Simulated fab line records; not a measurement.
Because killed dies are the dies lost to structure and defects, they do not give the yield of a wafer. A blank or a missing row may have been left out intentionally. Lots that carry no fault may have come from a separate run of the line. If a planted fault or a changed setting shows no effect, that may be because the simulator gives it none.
Chamber matching -- flow sky130 -- SKY_CONTACT_CVD_00 on pecvd-02: 3 sister chambers
The step deposits Si3N4, target thk 75 nm. 6 wafers are shown with their chamber, then 9 later ones without.

== WAFERS PAIRED WITH THEIR CHAMBERS ==
wafer,chamber,heater_power_w (W)
L082.6,1,780
L085.2,2,611
L085.5,0,634
L087.3,0,700
L087.4,1,723
L087.6,2,641

== WAFERS MISSING THEIR CHAMBER ==
wafer,heater_power_w (W)
L088.2,673
L088.3,688
L088.5,871
L090.3,641
L090.4,651
L090.6,827
L094.3,756
L094.4,638
L094.5,595

== THE CHAMBER EACH PASSED THROUGH ==
wafer,from the rows above,in truth
L088.2,can't be placed: 0 or 2 or 1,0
L088.3,can't be placed: 0 or 2 or 1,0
L088.5,1,1
L090.3,can't be placed: 2 or 0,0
L090.4,can't be placed: 0 or 2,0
L090.6,1,1
L094.3,1,1
L094.4,can't be placed: 2 or 0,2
L094.5,can't be placed: 2 or 0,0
Correctly placed: 3 of 9. Cannot be placed on the basis of these rows: 6; the candidates contain the true chamber in 6. Number placed wrongly: 0.
How it was worked out, from the rows above alone: a wafer's distance from a chamber is the root of the sum, over the readings, of the square of ((its reading less the chamber's mean) divided by the reading's scatter). The wafer belongs to the nearest chamber; if the next one is less than 2 further off, it can't be placed. Each chamber's mean is taken over the wafers shown for it. The scatter is the square root of a quotient: the sum, over the shown wafers, of each reading's squared deviation from its chamber's mean, divided by wafers minus chambers.
